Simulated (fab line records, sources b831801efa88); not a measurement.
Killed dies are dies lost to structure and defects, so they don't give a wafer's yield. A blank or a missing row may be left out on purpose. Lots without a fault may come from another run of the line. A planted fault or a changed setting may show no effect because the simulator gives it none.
Which tool did it? | flow sky130 | 11 lots, 33 wafers sampled, at 5 steps of a route of 708

WHAT THE GAUGES READ, wafer by wafer
The record holds no reading of a measuring or inspecting step that can be judged against a usual standard deviation.

WHICH TOOL RAN EACH LOT (tool, then ch and the chambers of the sampled wafers, then the start)
lot  | SKY_METAL3_SPUTTER_01        | SKY_CAPM_CVD_00                 | SKY_METAL3_COAT_08                | SKY_METAL3_ETCH_17                 | SKY_METAL3_STRIP_19
L978 | pvd_sputter-02, day 36 00:43 | pecvd-02 ch 0,2, day 36 00:50   | litho_track-04 ch 0, day 37 17:00 | rie_diel-01 ch 0,3, day 38 05:58   | plasma_asher-04 ch 0,1, day 38 06:10
L980 | pvd_sputter-02, day 36 19:56 | pecvd-04 ch 0,2, day 36 20:04   | litho_track-03 ch 0, day 38 10:00 | rie_diel-01 ch 1,2,3, day 38 23:05 | plasma_asher-04 ch 0,1, day 38 23:17
L981 | pvd_sputter-02, day 37 10:49 | pecvd-02 ch 0,1,2, day 37 10:57 | litho_track-04 ch 0, day 39 01:00 | rie_diel-02 ch 0,3, day 39 14:43   | plasma_asher-04 ch 0,1, day 39 14:56
L984 | pvd_sputter-02, day 37 23:30 | pecvd-04 ch 0,1,2, day 37 23:38 | litho_track-04 ch 0, day 39 13:00 | rie_diel-01 ch 1,2, day 40 02:22   | plasma_asher-02 ch 0,1, day 40 02:34
L988 | pvd_sputter-01, day 39 15:38 | pecvd-02 ch 0,1,2, day 39 15:46 | litho_track-02 ch 0, day 41 04:00 | rie_diel-01 ch 1,2,3, day 41 16:41 | plasma_asher-04 ch 0,1, day 41 16:55
L990 | pvd_sputter-04, day 40 03:50 | pecvd-03 ch 0,1,2, day 40 03:58 | litho_track-04 ch 0, day 41 16:00 | rie_diel-01 ch 0,1,3, day 42 05:04 | plasma_asher-04 ch 0,1, day 42 05:18
L993 | pvd_sputter-02, day 40 19:55 | pecvd-04 ch 0,1, day 40 20:03   | litho_track-02 ch 0, day 42 08:00 | rie_diel-02 ch 2,3, day 42 20:34   | plasma_asher-02 ch 0,1, day 42 20:56
L997 | pvd_sputter-04, day 41 23:11 | pecvd-04 ch 0,1,2, day 41 23:19 | litho_track-02 ch 0, day 43 10:00 | rie_diel-02 ch 1,2,3, day 43 22:37 | plasma_asher-04 ch 0,1, day 43 22:49
L998 | pvd_sputter-04, day 42 11:01 | pecvd-04 ch 0,1,2, day 42 11:09 | litho_track-02 ch 0, day 43 22:00 | rie_diel-03 ch 0,3, day 44 10:26   | plasma_asher-01 ch 0,1, day 44 10:40
L999 | pvd_sputter-04, day 42 12:47 | pecvd-02 ch 0,2, day 42 12:56   | litho_track-04 ch 0, day 44 00:00 | rie_diel-02 ch 0,2,3, day 44 11:38 | plasma_asher-04 ch 0,1, day 44 11:52
L100 | pvd_sputter-04, day 43 04:05 | pecvd-03 ch 0,2, day 43 04:13   | litho_track-04 ch 0, day 44 14:00 | rie_diel-02 ch 2,3, day 45 02:08   | plasma_asher-01 ch 0,1, day 45 02:19
- SKY_METAL3_SPUTTER_01: material TiN, target thk 20 nm, time 16.7 s.
- SKY_CAPM_CVD_00: deposits SiO2, target thk 15.5 nm.
- SKY_METAL3_COAT_08: resist thk 1140 nm.
- SKY_METAL3_ETCH_17: etches SiO2 in C4F8/O2/Ar, stops on TiN, time 3.9 s, target depth 15 nm.
- SKY_METAL3_STRIP_19: strips in O2/N2.

WHAT THE TOOLS THEMSELVES READ (means of the sampled wafers that have a number; where no wafer has one, the mark that the record gives instead)
SKY_METAL3_SPUTTER_01.
lot  | tool           | throttle_valve_pct (%)
L978 | pvd_sputter-02 | 29.8
L980 | pvd_sputter-02 | 29.3
L981 | pvd_sputter-02 | 31.1
L984 | pvd_sputter-02 | 29.5
L988 | pvd_sputter-01 | 28.5
L990 | pvd_sputter-04 | 30.1
L993 | pvd_sputter-02 | 29.7
L997 | pvd_sputter-04 | 30.3
L998 | pvd_sputter-04 | 30.2
L999 | pvd_sputter-04 | 30.2
L100 | pvd_sputter-04 | 30.3

SKY_CAPM_CVD_00.
lot  | tool     | heater_power_w (W) | susceptor_temp_C (C)
L978 | pecvd-02 | 780                | 399.90
L980 | pecvd-04 | 686                | 400.03
L981 | pecvd-02 | 741                | 399.93
L984 | pecvd-04 | 796                | 399.66
L988 | pecvd-02 | 667                | 400.18
L990 | pecvd-03 | 656                | 399.88
L993 | pecvd-04 | 802                | 399.90
L997 | pecvd-04 | 770                | 400.02
L998 | pecvd-04 | 751                | 400.01
L999 | pecvd-02 | 783                | 400.05
L100 | pecvd-03 | 641                | 400.13

SKY_METAL3_COAT_08.
lot  | tool           | resist_line_temp_C (C) | spin_speed_rpm (rpm)
L978 | litho_track-04 | 23.06                  | 3001.2
L980 | litho_track-03 | 23.06                  | 2999.6
L981 | litho_track-04 | 22.83                  | 3000.1
L984 | litho_track-04 | 23.06                  | 2998.4
L988 | litho_track-02 | 23.03                  | 3001.8
L990 | litho_track-04 | 23.00                  | 3001.4
L993 | litho_track-02 | 22.98                  | 3000.9
L997 | litho_track-02 | 23.01                  | 2732.5
L998 | litho_track-02 | 22.94                  | 2736.7
L999 | litho_track-04 | 23.04                  | 3001.1
L100 | litho_track-04 | 23.01                  | 3000.2

SKY_METAL3_ETCH_17.
lot  | tool        | oes_product_au (a.u.)
L978 | rie_diel-01 | 0.759
L980 | rie_diel-01 | 0.757
L981 | rie_diel-02 | 0.756
L984 | rie_diel-01 | 0.759
L988 | rie_diel-01 | 0.746
L990 | rie_diel-01 | 0.756
L993 | rie_diel-02 | 0.758
L997 | rie_diel-02 | 0.752
L998 | rie_diel-03 | 0.757
L999 | rie_diel-02 | 0.760
L100 | rie_diel-02 | 0.747

SKY_METAL3_STRIP_19.
lot  | tool            | drypump_motor_current_A (A) | oes_product_au (a.u.) | strip_time_to_endpoint_s (s)
L978 | plasma_asher-04 | 5.9                         | 0.498                 | 6.50
L980 | plasma_asher-04 | 5.8                         | 0.500                 | 6.49
L981 | plasma_asher-04 | 5.8                         | 0.497                 | 6.52
L984 | plasma_asher-02 | 5.9                         | 0.499                 | 6.49
L988 | plasma_asher-04 | 6.1                         | 0.502                 | 6.54
L990 | plasma_asher-04 | 6.1                         | 0.498                 | 6.47
L993 | plasma_asher-02 | 5.9                         | 0.503                 | 6.56
L997 | plasma_asher-04 | 5.9                         | 0.524                 | 7.05
L998 | plasma_asher-01 | 5.5                         | 0.523                 | 7.04
L999 | plasma_asher-04 | 5.8                         | 0.501                 | 6.53
L100 | plasma_asher-01 | 5.5                         | 0.500                 | 6.47

THE ANSWER, worked out from the rows above alone
Rule: what is usual is taken from the lots themselves. Put in order of their means at a reading, lots are off if they are a third of the lots or fewer, leave a main group of 4 or more, and stand apart from it by a gap of 3 or more times the standard deviation of the main group's means; of several such gaps the widest counts. A main group whose means are all the same, to the digits that the tables above print for the reading, isn't used. A lot without any number at a reading at which 4 lots or more have one is off too. The other lots that the step has rows for count as sound. The gauges are gone through in route order, then the tools' own readings, and for those a lot's mean is taken as printed above. The first step at which some lot is off is used, and at that step the reading that is off furthest; a lot without a number counts as furthest.
Off: L997, L998, at SKY_METAL3_COAT_08 (spin_speed_rpm). The main group: mean 3000.5 rpm, standard deviation 1.
A tool fits if, at that step or a process step before it, it ran every lot that is off, and no sound lot after the first of them. Can't be told from this: 2 tools fit, pecvd-04 at SKY_CAPM_CVD_00, litho_track-02 at SKY_METAL3_COAT_08.

WHAT THE SIMULATOR HAD PUT IN
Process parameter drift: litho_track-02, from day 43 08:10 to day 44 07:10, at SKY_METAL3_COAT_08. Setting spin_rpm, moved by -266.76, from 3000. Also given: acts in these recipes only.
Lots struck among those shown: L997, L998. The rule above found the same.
